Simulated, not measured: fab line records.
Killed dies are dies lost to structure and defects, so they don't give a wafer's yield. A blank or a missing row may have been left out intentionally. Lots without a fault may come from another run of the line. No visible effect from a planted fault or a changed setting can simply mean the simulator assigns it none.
fab line records	flow sky130
record: lots: 6	wafers: 18	last_day: 50
route steps=708 shown VIA3@581 PAD_OPEN@708
lots that met no fault: from a run of the same line without faults
start_h: start of the lot's first displayed wafer, in hours after the record's first day	wait_h: hours elapsed since this lot's preceding step	" repeats the value in the row above	L1.1+2: several wafers, shown together as one row	- value missing, or start not given	* or withheld: withheld	< > ~ a bound
route shown NAME@n: a module of which the file shows steps, and the number in the route of the first	usual: mean and standard deviation over wafers with no fault	same: alike in all rows	chamber/n: place in a boat	sites: the reading at each site	_std_site: how widely they spread, as a standard deviation	_edge_site: mean of outer sites minus mean of inner sites	radius_mm: how far each site lies from the wafer's centre	mask NAME#n: copy n	behind: tool/chamber where the wafer was last shaped	hold: the reason the lot was held/the length of the hold in hours/how it ended	device: transistor that didn't switch, given as n, p or np	end of line: the tests these same wafers got at the end of their route	a step without rows: its recipe alone	killed: not the wafer's yield, but the dies lost to structure and defects at the first sort	map: a wafer's dies, marking killed ones x, the rest . and places with no die _
set.NAME: the run value of the setting; set.NAME@STEP: its run value at that earlier step	model.NAME: the simulator's own value behind a step, which no gauge read
lots at selected steps of the route; one table per step, one row per wafer
services: from which hour (start_h, from the record's first day; less than 0 if before it) a tool's chamber was out of use, for how many hours, and why
== steps ==
step: SKY_VIA3_SOFTBAKE_08
recipe: temp_c: 100	time_s: 90	resist: KrF-thick
step: SKY_VIA3_EXPOSE_09
recipe: mask_id: VIM3	na: 0.8	source_shape: annular	sigma_inner: 0.55	sigma_outer: 0.85	target_cd_nm: 200	dose_mj: 38
step: SKY_VIA3_PEB_10
recipe: peb_temp_c: withheld	peb_time_s: withheld	resist: KrF-thick
step: SKY_VIA3_DEVELOP_11
recipe: develop_time_s: 60	resist: KrF-thick	dev_temp_c: 21
step: SKY_VIA3_CD_MEAS_12
recipe: target_cd_nm: 200
usual: cd_nm: 200.7/1.5
lot.wafer	tool	chamber	start_h	wait_h	cd_nm
L209.1	cd_sem-01	-	968.72	-	201.8
L209.5	"	-	"	"	199.7
L209.6	"	-	"	"	200.5
L213.1	cd_sem-01	-	971.78	-	200.1
L213.3	"	-	"	"	199.0
L213.6	"	-	"	"	199.6
L218.2	cd_sem-02	-	1018.14	-	200.9
L218.3	"	-	"	"	201.6
L218.4	"	-	"	"	201.5
L223.3	cd_sem-01	-	1039.21	-	202.4
L223.4	"	-	"	"	201.6
L223.6	"	-	"	"	202.7
L221.2	cd_sem-01	-	1041.99	-	201.6
L221.4	"	-	"	"	201.8
L221.6	"	-	"	"	201.6
L230.1	cd_sem-02	-	1072.98	-	198.9
L230.3	"	-	"	"	199.6
L230.5	"	-	"	"	197.9
step: SKY_VIA3_OVL_MEAS_13
usual: VIA3_OVL: -1/5.7
lot.wafer	tool	chamber	start_h	wait_h	VIA3_OVL[nm]
L209.1	overlay-01	-	968.84	0.1	3
L209.5	"	-	"	"	7
L209.6	"	-	"	"	9
L213.1	overlay-01	-	971.90	0.1	-10
L213.3	"	-	"	"	-8
L213.6	"	-	"	"	4
L218.2	overlay-02	-	1018.25	0.1	1
L218.3	"	-	"	"	-6
L218.4	"	-	"	"	11
L223.3	overlay-01	-	1039.31	0.1	5
L223.4	"	-	"	"	-3
L223.6	"	-	"	"	-6
L221.2	overlay-01	-	1042.10	0.1	2
L221.4	"	-	"	"	3
L221.6	"	-	"	"	0
L230.1	overlay-02	-	1073.10	0.1	2
L230.3	"	-	"	"	-2
L230.5	"	-	"	"	-13
step: SKY_VIA3_ETCH_14
recipe: chemistry: N2/H2	target: BARC	ion_energy_ev: 200	source_w: 500	bias_w: 100	pressure_mtorr: 30	n2_flow_sccm: 100	h2_flow_sccm: 200	stop_on: SiO2	time_s: 45.9	target_depth_a: 600
usual: drypump_motor_current_A: 5.9/0.46	oes_product_au: 0.855/0.005	throttle_valve_pct: 13.224/0.0088
lot.wafer	tool	chamber	start_h	wait_h	drypump_motor_current_A	oes_product_au	rf_hours_counter_h	throttle_valve_pct
L209.1	rie_diel-01	2	968.87	0.0	5.7	0.863	1	13.213
L209.5	"	1	"	"	5.6	0.855	-	13.231
L209.6	"	2	"	"	5.7	0.855	-	13.226
L213.1	rie_diel-02	0	971.94	0.0	6.2	0.849	9	13.227
L213.3	"	1	"	"	6.7	0.856	14	13.224
L213.6	"	1	"	"	6.7	0.850	-	13.211
L218.2	rie_diel-02	2	1018.28	0.0	4.9	0.844	16	13.224
L218.3	"	3	"	"	6.3	0.851	10	13.222
L218.4	"	0	"	"	6.2	0.853	11	13.211
L223.3	rie_diel-04	0	1039.33	0.0	5.9	0.859	14	13.233
L223.4	"	1	"	"	5.5	0.856	17	13.231
L223.6	"	0	"	"	5.9	0.850	-	13.232
L221.2	rie_diel-01	1	1042.13	0.0	5.6	0.850	16	13.225
L221.4	"	2	"	"	5.7	0.860	4	13.232
L221.6	"	0	"	"	6.2	0.858	-	13.232
L230.1	rie_diel-04	3	1073.13	0.0	5.7	0.854	22	13.238
L230.3	"	0	"	"	5.9	0.848	15	13.215
L230.5	"	2	"	"	6.4	0.857	-	13.212
step: SKY_VIA3_ETCH_15
recipe: target: SiO2	chemistry: C4F8/O2/Ar	target_depth_nm: 507	stop_on: TiN	mask_material: KrF-thick	source_w: 1500	bias_w: 1159	pressure_mtorr: 40	c4f8_flow_sccm: withheld	O2_flow_sccm: 6	Ar_flow_sccm: 300	time_s: 78
usual: oes_product_au: 0.946/0.0051
lot.wafer	tool	chamber	start_h	wait_h	oes_product_au	rf_hours_counter_h
L209.1	rie_diel-01	2	968.92	0.0	0.939	1
L209.5	"	1	"	"	0.952	-
L209.6	"	2	"	"	0.949	-
L213.1	rie_diel-02	0	971.98	0.0	0.947	9
L213.3	"	1	"	"	0.947	14
L213.6	"	1	"	"	0.948	-
L218.2	rie_diel-02	2	1018.32	0.0	0.941	16
L218.3	"	3	"	"	0.941	10
L218.4	"	0	"	"	0.942	11
L223.3	rie_diel-04	0	1039.37	0.0	0.936	14
L223.4	"	1	"	"	0.943	18
L223.6	"	0	"	"	0.940	-
L221.2	rie_diel-01	1	1042.17	0.0	0.947	16
L221.4	"	2	"	"	0.944	4
L221.6	"	0	"	"	0.938	-
L230.1	rie_diel-04	3	1073.17	0.0	0.951	23
L230.3	"	0	"	"	0.944	15
L230.5	"	2	"	"	0.952	-
step: SKY_VIA3_STRIP_16
recipe: chemistry: O2/N2	power_w: 1400	pressure_mtorr: 1500	platen_temp_c: withheld	o2_flow_sccm: 3000	n2_flow_sccm: 300	overash_fraction: 0.5
usual: drypump_motor_current_A: 5.7/0.34	oes_product_au: 0.403/0.0046	strip_time_to_endpoint_s: 4.147/0.025
lot.wafer	tool	chamber	start_h	wait_h	drypump_motor_current_A	oes_product_au	rf_hours_counter_h	strip_time_to_endpoint_s
L209.1	plasma_asher-03	0	968.98	0.0	6.0	0.402	82	4.178
L209.5	"	1	"	"	5.3	0.403	-	4.134
L209.6	"	0	"	"	6.0	0.396	-	4.167
L213.1	plasma_asher-01	1	972.04	0.0	5.7	0.403	54	4.153
L213.3	"	1	"	"	5.7	0.401	-	4.153
L213.6	"	1	"	"	5.7	0.403	-	4.157
L218.2	plasma_asher-01	1	1018.38	0.0	5.7	0.408	59	4.118
L218.3	"	0	"	"	5.8	0.405	-	4.101
L218.4	"	1	"	"	5.7	0.403	-	4.141
L223.3	plasma_asher-02	1	1039.47	0.1	6.2	0.402	-	4.115
L223.4	"	0	"	"	5.3	0.403	-	4.163
L223.6	"	1	"	"	6.2	0.399	-	4.103
L221.2	plasma_asher-02	1	1042.23	0.0	6.1	0.399	122	4.120
L221.4	"	0	"	"	5.3	0.395	-	4.177
L221.6	"	1	"	"	6.2	0.404	-	4.217
L230.1	plasma_asher-01	0	1073.23	0.0	5.8	0.400	65	4.161
L230.3	"	1	"	"	5.7	0.406	-	4.101
L230.5	"	1	"	"	5.7	0.400	-	4.126
step: SKY_VIA3_STRIP_17
recipe: chemistry: post_etch_residue_remover	time_s: 1200	temp_c: 72.5
step: SKY_VIA3_CLEAN_18
recipe: chemistry: IPA	time_s: 180	temp_c: 25
step: SKY_VIA3_CLEAN_19
recipe: chemistry: O3/DIW	dry: n2_spin
step: SKY_VIA3_SPUTTER_20
recipe: material: TiN	target_thk_nm: 20	chamber_pressure_pa: 5	power_w: 4000	time_s: 80
usual: chamber_pressure_pa: 5.001/0.011	throttle_valve_pct: 30.0/1.1
lot.wafer	tool	chamber	start_h	wait_h	chamber_pressure_pa	throttle_valve_pct	model.TiN_of_VIA3_SPUTTER_20.thk_nm
L209.1	pvd_sputter-04	-	969.57	0.0	5.006	32.2	19.45
L209.5	"	-	"	"	5.002	32.1	19.65
L209.6	"	-	"	"	5.005	29.1	19.88
L213.1	pvd_sputter-02	-	972.64	0.0	5.009	31.1	19.75
L213.3	"	-	"	"	5.001	29.4	20.03
L213.6	"	-	"	"	5.002	31.5	19.9
L218.2	pvd_sputter-02	-	1019.07	0.0	4.996	31.2	19.91
L218.3	"	-	"	"	4.991	31.6	20.43
L218.4	"	-	"	"	5.016	30.0	19.93
L223.3	pvd_sputter-01	-	1040.03	0.0	5.019	29.3	19.59
L223.4	"	-	"	"	5.004	28.7	19.76
L223.6	"	-	"	"	5.020	29.1	19.54
L221.2	pvd_sputter-01	-	1043.10	0.0	4.770	30.9	20.52
L221.4	"	-	"	"	4.784	29.9	20.74
L221.6	"	-	"	"	4.756	30.6	20.47
L230.1	pvd_sputter-01	-	1073.83	0.0	4.771	30.0	20.64
L230.3	"	-	"	"	4.759	30.8	20.35
L230.5	"	-	"	"	4.773	29.1	20.79
step: SKY_VIA3_CVD_21
recipe: material: W	target_thk_nm: 390	time_s: 117.31	temp_c: 400	pressure_torr: 40
usual: heater_power_outer_w: 569/80	heater_power_w: 915/82
lot.wafer	tool	chamber	start_h	wait_h	heater_power_outer_w	heater_power_w
L209.1	cvd_w-01	0	969.63	0.0	609	997
L209.5	"	1	"	"	460	789
L209.6	"	0	"	"	609	955
L213.1	cvd_w-01	1	972.70	0.0	446	765
L213.3	"	0	"	"	601	966
L213.6	"	0	"	"	595	950
L218.2	cvd_w-02	1	1019.13	0.0	540	868
L218.3	"	1	"	"	532	887
L218.4	"	0	"	"	660	1021
L223.3	cvd_w-02	1	1040.13	0.1	536	885
L223.4	"	0	"	"	682	990
L223.6	"	1	"	"	531	878
L221.2	cvd_w-02	0	1043.16	0.0	674	1015
L221.4	"	1	"	"	551	886
L221.6	"	1	"	"	542	880
L230.1	cvd_w-02	1	1073.89	0.0	534	852
L230.3	"	0	"	"	682	980
L230.5	"	1	"	"	545	894
step: SKY_PAD_OPEN_PROBE_99
usual: defect_limited_yield: 83.0/1.8	killed_at_M0_to_M3: 42/6.6	killed_at_M4_up: 3.0/1.7	killed_at_contacts: 24/5.3	killed_at_front_end: 15/4.5	killed_at_other: 0.2/0.49	killed_dies: 83/9	killed_open: 45/6.9	killed_short: 38/5.8	sort_bin_3_pad_short: 0.8/0.4	sort_bin_5_function: 10.0/1.5	sort_bin_6_memory: 6.1/1.1	sort_n_pass: 409/9	sort_yield_pct: 83.0/1.8
same: gross_dies: 492	killed_at_back_side: 0	sort_bin_4_leakage[%]: 0	sort_bin_8_speed[%]: 0
lot.wafer	tool	chamber	start_h	wait_h	defect_limited_yield[%]	killed_at_M0_to_M3	killed_at_M4_up	killed_at_contacts	killed_at_front_end	killed_at_other	killed_dies	killed_open	killed_short	sort_bin_3_pad_short[%]	sort_bin_5_function[%]	sort_bin_6_memory[%]	sort_n_pass	sort_yield_pct[%]
L209.1	prober-02	-	1111.03	0.1	82.9	49	2	20	13	0	84	44	39	0.6	11.2	5.3	408	82.9
L209.5	prober-02	-	1111.23	0.2	85.4	38	4	21	9	0	72	39	33	0.8	8.3	5.5	420	85.4
L209.6	prober-02	-	1111.28	0.2	82.9	37	1	27	19	0	84	50	34	0.8	9.1	7.1	408	82.9
L213.1	prober-02	-	1116.28	0.1	83.1	27	3	28	25	0	83	42	41	0.4	11.4	5.1	409	83.1
L213.3	prober-02	-	1116.38	0.2	81.5	33	4	31	23	0	91	45	46	0.8	11.4	6.3	401	81.5
L213.6	prober-02	-	1116.53	0.2	85.4	35	2	23	12	0	72	43	29	0.6	6.5	7.5	420	85.4
L218.2	prober-02	-	1151.66	0.1	80.9	53	2	18	21	0	94	47	47	1.8	12.6	4.7	398	80.9
L218.3	prober-02	-	1151.71	0.2	82.1	50	7	20	11	0	88	54	34	0.4	10.6	6.9	404	82.1
L218.4	prober-02	-	1151.76	0.2	81.5	54	1	19	17	0	91	57	34	1.4	9.6	7.5	401	81.5
L223.3	prober-01	-	1168.54	0.2	77.0	54	3	34	22	0	113	65	48	0.4	13.6	8.9	379	77.0
L223.4	prober-01	-	1168.59	0.2	79.1	50	2	29	21	1	103	63	40	1.2	12.0	7.7	389	79.1
L223.6	prober-01	-	1168.69	0.2	82.7	42	2	27	13	1	85	45	39	0.6	9.1	7.5	407	82.7
L221.2	prober-02	-	1171.13	0.1	81.3	39	6	27	20	0	92	42	50	0.4	12.2	6.1	400	81.3
L221.4	prober-02	-	1171.23	0.2	82.5	36	2	29	19	0	86	42	44	1.0	10.8	5.7	406	82.5
L221.6	prober-02	-	1171.33	0.2	82.9	35	3	23	23	0	84	46	38	0.8	9.8	6.5	408	82.9
L230.1	prober-02	-	1195.91	0.1	82.3	38	2	29	18	0	87	52	34	0.2	10.8	6.7	405	82.3
L230.3	prober-02	-	1196.01	0.2	83.1	39	4	23	17	0	83	46	37	0.4	11.2	5.3	409	83.1
L230.5	prober-02	-	1196.11	0.2	82.3	38	5	24	20	0	87	44	43	1.0	12.0	4.7	405	82.3
killed by level:class
L209.1 METAL2:geometric_particle:short=10 VIA2:geometric_particle:open=10 CONTACT:geometric_particle:open=9 VIA3:geometric_particle:open=8 LOCAL_INTERCONNECT:geometric_particle:short=6 METAL3:geometric_particle:short=6 METAL1:geometric_particle:short=5 LI_CONTACT:geometric_particle:open=4
L209.5 METAL2:geometric_particle:short=11 LI_CONTACT:geometric_particle:open=8 CONTACT:geometric_particle:open=6 VIA2:geometric_particle:open=5 SPACER:geometric_particle:open=4 LOCAL_INTERCONNECT:geometric_particle:short=4 METAL1:geometric_particle:short=4 VIA1:geometric_particle:open=4
L209.6 LI_CONTACT:geometric_particle:open=10 METAL1:geometric_particle:short=9 CONTACT:geometric_particle:open=8 VIA1:geometric_particle:open=6 FIELD_ISO:geometric_particle:short=5 POLY_GATE:geometric_particle:open=5 VIA2:geometric_particle:open=5 VIA3:geometric_particle:open=5
L213.1 LI_CONTACT:geometric_particle:open=7 CONTACT:geometric_particle:open=7 CONTACT:geometric_particle:short=7 VIA3:geometric_particle:open=7 POLY_GATE:geometric_particle:short=5 POLY_GATE:geometric_particle:open=5 VIA2:geometric_particle:open=5 FIELD_ISO:geometric_particle:short=4
L213.3 CONTACT:geometric_particle:open=10 VIA1:geometric_particle:open=9 METAL2:geometric_particle:short=8 LI_CONTACT:geometric_particle:open=7 CONTACT:geometric_particle:short=5 FIELD_ISO:geometric_particle:short=4 VIA2:geometric_particle:open=4 LOCAL_INTERCONNECT:geometric_particle:short=4
L213.6 CONTACT:geometric_particle:open=9 VIA2:geometric_particle:open=8 VIA1:geometric_particle:open=8 LOCAL_INTERCONNECT:geometric_particle:short=6 FIELD_ISO:geometric_particle:open=5 VIA3:geometric_particle:open=5 LI_CONTACT:geometric_particle:open=4 METAL1:geometric_particle:short=4
L218.2 VIA1:geometric_particle:open=11 FIELD_ISO:geometric_particle:short=9 CONTACT:geometric_particle:open=9 METAL1:geometric_particle:short=9 VIA2:geometric_particle:open=7 VIA3:geometric_particle:open=7 POLY_GATE:geometric_particle:short=6 POLY_GATE:geometric_particle:open=4
L218.3 VIA1:geometric_particle:open=12 VIA3:geometric_particle:open=10 CONTACT:geometric_particle:open=7 VIA2:geometric_particle:open=7 VIA1:geometric_particle:short=5 POLY_GATE:geometric_particle:open=4 LOCAL_INTERCONNECT:geometric_particle:short=4 CONTACT:geometric_particle:short=4
L218.4 VIA1:geometric_particle:open=17 CONTACT:geometric_particle:open=10 VIA2:geometric_particle:open=6 FIELD_ISO:geometric_particle:open=5 POLY_GATE:geometric_particle:short=5 METAL2:geometric_particle:short=5 VIA3:geometric_particle:open=4 CONTACT:geometric_particle:short=4
L223.3 LI_CONTACT:geometric_particle:open=16 VIA1:geometric_particle:open=11 VIA2:geometric_particle:open=10 METAL2:geometric_particle:short=10 POLY_GATE:geometric_particle:open=7 CONTACT:geometric_particle:open=7 METAL1:geometric_particle:short=7 POLY_GATE:geometric_particle:short=6
L223.4 CONTACT:geometric_particle:open=18 VIA1:geometric_particle:open=14 METAL2:geometric_particle:short=8 METAL1:geometric_particle:short=7 VIA3:geometric_particle:open=7 FIELD_ISO:geometric_particle:open=5 POLY_GATE:geometric_particle:open=5 POLY_GATE:geometric_particle:short=4
L223.6 LI_CONTACT:geometric_particle:open=9 CONTACT:geometric_particle:open=9 METAL1:geometric_particle:short=8 VIA2:geometric_particle:open=8 VIA1:geometric_particle:open=7 CONTACT:geometric_particle:short=6 VIA1:geometric_particle:short=5 METAL3:geometric_particle:short=5
L221.2 VIA2:geometric_particle:open=10 CONTACT:geometric_particle:open=8 CONTACT:geometric_particle:short=8 METAL1:geometric_particle:short=8 POLY_GATE:geometric_particle:short=6 LI_CONTACT:geometric_particle:open=6 VIA1:geometric_particle:open=6 LOCAL_INTERCONNECT:geometric_particle:short=5
L221.4 CONTACT:geometric_particle:open=10 VIA1:geometric_particle:open=9 LOCAL_INTERCONNECT:geometric_particle:short=7 FIELD_ISO:geometric_particle:short=6 LI_CONTACT:geometric_particle:open=5 METAL2:geometric_particle:short=5 CONTACT:geometric_particle:short=4 METAL1:geometric_particle:short=4
L221.6 VIA2:geometric_particle:open=10 FIELD_ISO:geometric_particle:short=7 LI_CONTACT:geometric_particle:open=7 VIA1:geometric_particle:open=7 CONTACT:geometric_particle:short=5 POLY_GATE:geometric_particle:short=4 SPACER:geometric_particle:short=4 LOCAL_INTERCONNECT:geometric_particle:short=4
L230.1 LI_CONTACT:geometric_particle:open=12 CONTACT:geometric_particle:open=9 VIA1:geometric_particle:open=9 FIELD_ISO:geometric_particle:open=7 VIA3:geometric_particle:open=7 VIA1:geometric_particle:short=6 FIELD_ISO:geometric_particle:short=5 LOCAL_INTERCONNECT:geometric_particle:short=4
L230.3 VIA2:geometric_particle:open=10 FIELD_ISO:geometric_particle:short=8 VIA1:geometric_particle:open=8 FIELD_ISO:geometric_particle:open=7 CONTACT:geometric_particle:short=6 CONTACT:geometric_particle:open=6 VIA3:geometric_particle:open=6 LI_CONTACT:geometric_particle:open=5
L230.5 LI_CONTACT:geometric_particle:open=11 VIA3:geometric_particle:open=9 METAL2:geometric_particle:short=9 FIELD_ISO:geometric_particle:short=7 FIELD_ISO:geometric_particle:open=6 VIA1:geometric_particle:open=6 LOCAL_INTERCONNECT:geometric_particle:short=5 METAL4:geometric_particle:short=5
== services ==
tool	chamber	start_h	hours	kind
rie_diel-02	0	945.26	8.0	repair
plasma_asher-03	-	949.01	3.4	repair
rie_diel-04	2	952.31	4.3	repair
rie_diel-01	3	953.55	3.7	repair
rie_diel-01	0	960.73	-	clean
rie_diel-01	0	960.73	18.5	scheduled_down
rie_diel-01	0	960.73	18.5	vent_cycle
rie_diel-04	1	974.92	8.2	repair
rie_diel-01	1	983.50	44.0	repair
cvd_w-02	0	985.20	9.9	repair
rie_diel-04	0	985.86	1.8	repair
rie_diel-04	3	987.57	5.9	repair
pvd_sputter-04	-	1004.57	4.8	repair
plasma_asher-02	-	1009.98	1.1	repair
cvd_w-01	1	1012.02	27.5	repair
rie_diel-04	1	1015.92	16.9	repair
plasma_asher-02	-	1034.63	3.3	repair
plasma_asher-02	-	1045.17	1.2	repair
rie_diel-04	0	1046.31	12.1	repair
pvd_sputter-01	1	1047.80	-	consumable_replace:kit
pvd_sputter-01	1	1047.80	18.0	scheduled_down
cvd_w-01	0	1049.87	6.1	repair
plasma_asher-02	-	1055.25	9.0	pm
cvd_w-01	-	1073.26	0.7	repair
== key ==
first_sign: step: SKY_VIA3_SPUTTER_20	reading: chamber_pressure_pa	direction: down	sigmas: 21	usual: 5.001	struck: 4.769
effect none on later readings
model_effect: step: SKY_VIA3_SPUTTER_20	value: TiN_of_VIA3_SPUTTER_20.thk_nm	without: 19.73	struck: 20.58
met_at SKY_VIA3_SPUTTER_20
struck_wafers L221.2,L221.4,L221.6,L230.1,L230.3,L230.5
onset_between 1040.03 1043.10
fault: kind: process_parameter_drift	tool: pvd_sputter-01	chamber: -	onset_h: 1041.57	steps: SKY_VIA3_SPUTTER_20	channel: chamber_pressure_pa	offset: -0.2277	shape: step	end_h: 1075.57	acts_in: these_recipes_only	stated: 5
